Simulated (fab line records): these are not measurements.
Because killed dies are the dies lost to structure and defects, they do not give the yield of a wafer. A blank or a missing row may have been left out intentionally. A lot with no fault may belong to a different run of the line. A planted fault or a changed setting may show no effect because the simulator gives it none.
Which tool did it? | flow gf180mcu | 11 lots, 33 wafers sampled, at 3 steps of a route of 602

WHAT THE GAUGES READ, wafer by wafer
GF_HV_LDD_CD_MEAS_46 targets a cd of 400 nm.
lot  | measured     | on       | cdNm (nm)
L337 | day 13 11:18 | cdSem-01 | 405.2 403.2 402.7
L338 | day 13 12:30 | cdSem-01 | 401.5 399.6 399.8
L341 | day 14 12:12 | cdSem-01 | 399.5 400.9 402.3
L345 | day 15 17:57 | cdSem-02 | 402.5 404.3 402.0
L348 | day 17 08:13 | cdSem-01 | 399.8 402.3 401.3
L350 | day 17 14:42 | cdSem-02 | - - -
L354 | day 18 14:53 | cdSem-01 | 402.8 402.1 399.9
L355 | day 19 10:48 | cdSem-02 | 401.2 399.2 401.8
L356 | day 19 13:50 | cdSem-02 | 402.2 403.6 403.3
L357 | day 19 16:32 | cdSem-01 | 403.8 404.3 405.3
L358 | day 20 11:03 | cdSem-02 | 403.6 402.8 402.0

EACH LOT AND THE TOOL THAT RAN IT (in order: tool; ch and the chambers of the sampled wafers; start)
lot  | GF_POLY_GATE_STRIP_14               | GF_HV_LDD_EXPOSE_43
L337 | plasmaAsher-01 ch 0,1, day 9 21:04  | ilineStepper-02 ch 0, day 13 00:40
L338 | plasmaAsher-02 ch 0,1, day 10 03:34 | ilineStepper-02 ch 0, day 13 01:55
L341 | plasmaAsher-03 ch 0,1, day 11 04:01 | ilineStepper-01 ch 0, day 14 02:00
L345 | plasmaAsher-03 ch 0,1, day 12 06:42 | ilineStepper-02 ch 0, day 15 07:32
L348 | plasmaAsher-02 ch 0,1, day 13 15:07 | ilineStepper-02 ch 0, day 16 20:35
L350 | plasmaAsher-01 ch 0,1, day 13 19:01 | ilineStepper-01 ch 0, day 17 03:57
L354 | plasmaAsher-02 ch 0,1, day 14 18:26 | ilineStepper-02 ch 0, day 18 03:48
L355 | plasmaAsher-01 ch 0,1, day 15 11:05 | ilineStepper-01 ch 0, day 18 21:47
L356 | plasmaAsher-02 ch 0,1, day 15 13:42 | ilineStepper-02 ch 0, day 19 01:01
L357 | plasmaAsher-03 ch 0,1, day 15 17:12 | ilineStepper-01 ch 0, day 19 04:45
L358 | plasmaAsher-02 ch 0,1, day 16 08:34 | ilineStepper-02 ch 0, day 19 22:26
- GF_POLY_GATE_STRIP_14: strips in O2/N2.
- GF_HV_LDD_EXPOSE_43: exposes mask Pplus HV AREA, target cd 400 nm.

THE ANSWER, worked out from the rows above alone
Rule: the lots themselves supply what counts as usual. The widest of any qualifying gaps counts: lots, ordered by their means at a reading, are off when they make up no more than a third of the lots, leave a main group of 4 or more, and stand apart from it by 3 or more times the standard deviation of that group's means. If all means in a main group match to the digits the tables above print for the reading, that group is not used. A lot without any number at a reading at which 4 lots or more have one is off too. Any other lot the step has rows for is counted as sound.
Off: L350 (GF_HV_LDD_CD_MEAS_46, cdNm). Without a number there: L350. The main group: mean 402.2 nm, standard deviation 1.3.
If a tool, at a process step before that reading, ran all the lots that are off and no sound lot after the first of them, it fits. The gauges at GF_HV_LDD_CD_MEAS_46 are tried like those tools. No candidate that was tried fits.

WHAT THE SIMULATOR HAD INSERTED
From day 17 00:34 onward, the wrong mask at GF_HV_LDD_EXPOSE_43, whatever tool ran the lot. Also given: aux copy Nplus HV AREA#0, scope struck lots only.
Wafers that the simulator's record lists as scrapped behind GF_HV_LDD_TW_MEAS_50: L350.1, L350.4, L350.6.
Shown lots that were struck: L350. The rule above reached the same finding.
